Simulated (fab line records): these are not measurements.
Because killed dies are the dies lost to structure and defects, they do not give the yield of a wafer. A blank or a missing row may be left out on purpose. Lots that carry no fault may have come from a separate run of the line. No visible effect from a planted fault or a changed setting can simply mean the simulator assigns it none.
8D (eight disciplines) problem report, filled in by code | flow gf180mcu | the parts of the form that need people (team, actions taken, sign-off) are left out

== 1. WHAT IS WRONG ==
Wafers free of any fault read 574 (standard deviation 11) for HV_LDD_4_TW at GF_HV_LDD_TW_MEAS_50, against a mean of 948 on 6 wafers of 2 lots. Relative to the usual mean, that is a shift of +34 standard deviations.
First seen on wafer L701.1, day 15 08:51, on film metro-02. At this step, 36 wafers from 12 lots have a number in the record. Rule for "out" (also "out of limits"): further than 4 standard deviations from the usual mean. The other wafers with a number count as sound.

== 2. WHAT IT IS AND WHAT IT IS NOT ==
question                    | is                           | is not
which readings at this step | HV_LDD_4_TW                  | -
which lots                  | L701, L702                   | L692, L693, L695, L696, L703, L710, L711, L712, L713, L715
which wafers of those lots  | all that have a number       | -
read on which gauges        | film metro-02, film metro-04 | film metro-03
when                        | from day 15 08:51            | up to then (12 sound wafers); but 18 sound wafers of L703, L710, L711, L712, L713, L715 came after

== 3. WHAT RULES OUT EACH SUSPECT ==
Counting: a tool at a process step up to the reading stays a suspect if it ran every lot that is out and no sound lot after the first of them.
- ruled out: the gauge at GF_HV_LDD_TW_MEAS_50. The wafers that are out were read on 2 gauges (film metro-02, film metro-04).
- plasma asher-02 at GF_DNWELL_STRIP_08 (strips in O2/N2): ruled out as a lasting fault. After its first lot that is out, L701 (day 4 18:53), sound lots L711, L712, L715 ran on it.
- implanter-03 at GF_HV_LDD_IMPLANT_48: ruled out as a lasting fault. After its first lot that is out, L701 (day 15 08:36), sound lots L712 ran on it.
Left after counting: nothing in the record.

== 4. THE CAUSE (what the simulator had put in) ==
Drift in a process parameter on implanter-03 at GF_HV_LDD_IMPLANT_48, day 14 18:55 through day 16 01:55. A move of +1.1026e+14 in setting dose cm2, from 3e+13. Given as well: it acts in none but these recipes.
It was ruled out by counting, in error; the rule expects a fault to strike all lots run on its tool from its start on, and this fault did not.

== 5. SEQUENCE OF EFFECTS, ordered by route ==
Rows list readings where the struck wafers' mean (over those with a number) sits beyond 3 standard deviations from the usual. Only readings whose record carries a usual standard deviation are examined. hours: median over the lots of the time between each lot's start at the first step of this table that gives one and its start at this step. sigmas: the change, counted in usual standard deviations.
hours | step                 | reading            | usual   | on struck wafers | change | sigmas
0     | GF_HV_LDD_IMPLANT_48 | beam on s          | 10.01 s | 10.92            | +0.91  | +4.3
0     | GF_HV_LDD_IMPLANT_48 | dose ions cm2      | 3e+13   | 1e+14            | +1e+14 | +99 or more
0     | GF_HV_LDD_IMPLANT_48 | faraday current uA | 169     | 724              | +556   | +99 or more
0     | GF_HV_LDD_TW_MEAS_50 | HV_LDD_4_TW        | 574     | 948              | +374   | +34
The process steps in it:
- GF_HV_LDD_IMPLANT_48
At these later measuring or inspecting steps, every struck wafer for which the step has a row has a number for every such reading, and none has moved that far: GF_M1_OVL_MEAS_15, GF_M2_OVL_MEAS_15.

== 6. HOW IT WOULD HAVE BEEN CAUGHT EARLIER ==
14 hours passed between the start of the fault at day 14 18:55 and the first reading out of limits at a measuring or inspecting step in this record, taken at day 15 08:51.
At GF_HV_LDD_IMPLANT_48, the tool's own readings (dose ions cm2, faraday current uA) were out on each struck wafer the step has a row for, so an alarm limit on them would have fired on the first such wafer.
